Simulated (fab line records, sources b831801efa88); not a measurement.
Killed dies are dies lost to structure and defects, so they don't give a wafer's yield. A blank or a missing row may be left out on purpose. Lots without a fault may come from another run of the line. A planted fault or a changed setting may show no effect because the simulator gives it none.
Which tool did it? | flow gf180mcu | 7 lots, 21 wafers sampled, at 2 steps of a route of 602

WHAT THE GAUGES READ, wafer by wafer
GF_LVPWELL_TW_MEAS_11.
lot  | measured    | on            | LVPWELL_TW
L216 | day 4 02:55 | film_metro-04 | 561.4 561.3 558.3
L219 | day 4 18:12 | film_metro-03 | 562.4 564.9 564.0
L222 | day 5 20:59 | film_metro-01 | 558.7 560.3 559.6
L228 | day 7 02:22 | film_metro-04 | 560.9 561.3 562.2
L233 | day 8 03:13 | film_metro-04 | 524.0 523.1 528.7
L236 | day 9 03:24 | film_metro-04 | 558.8 560.0 560.4
L238 | day 9 18:52 | film_metro-03 | 560.5 568.3 564.9

WHICH TOOL RAN EACH LOT (tool, then ch and the chambers of the sampled wafers, then the start)
lot  | GF_LVPWELL_IMPLANT_09
L216 | implanter-02 ch 0, day 4 02:40
L219 | implanter-02 ch 0, day 4 17:58
L222 | implanter-03 ch 0, day 5 20:44
L228 | implanter-01 ch 0, day 7 02:07
L233 | implanter-02, day 8 02:59
L236 | implanter-01 ch 0, day 9 03:10
L238 | implanter-02 ch 0, day 9 18:32
- GF_LVPWELL_IMPLANT_09

THE ANSWER, worked out from the rows above alone
Rule: what is usual is taken from the lots themselves. Put in order of their means at a reading, lots are off if they are a third of the lots or fewer, leave a main group of 4 or more, and stand apart from it by a gap of 3 or more times the standard deviation of the main group's means; of several such gaps the widest counts. A main group whose means are all the same, to the digits that the tables above print for the reading, isn't used. A lot without any number at a reading at which 4 lots or more have one is off too. The other lots that the step has rows for count as sound.
Off: L233, at GF_LVPWELL_TW_MEAS_11 (LVPWELL_TW). The main group: mean 561.6, standard deviation 2.
A tool fits if, at a process step before that reading, it ran every lot that is off, and no sound lot after the first of them. The gauges at GF_LVPWELL_TW_MEAS_11 are tried like those tools. None of those tried fits.

WHAT THE SIMULATOR HAD PUT IN
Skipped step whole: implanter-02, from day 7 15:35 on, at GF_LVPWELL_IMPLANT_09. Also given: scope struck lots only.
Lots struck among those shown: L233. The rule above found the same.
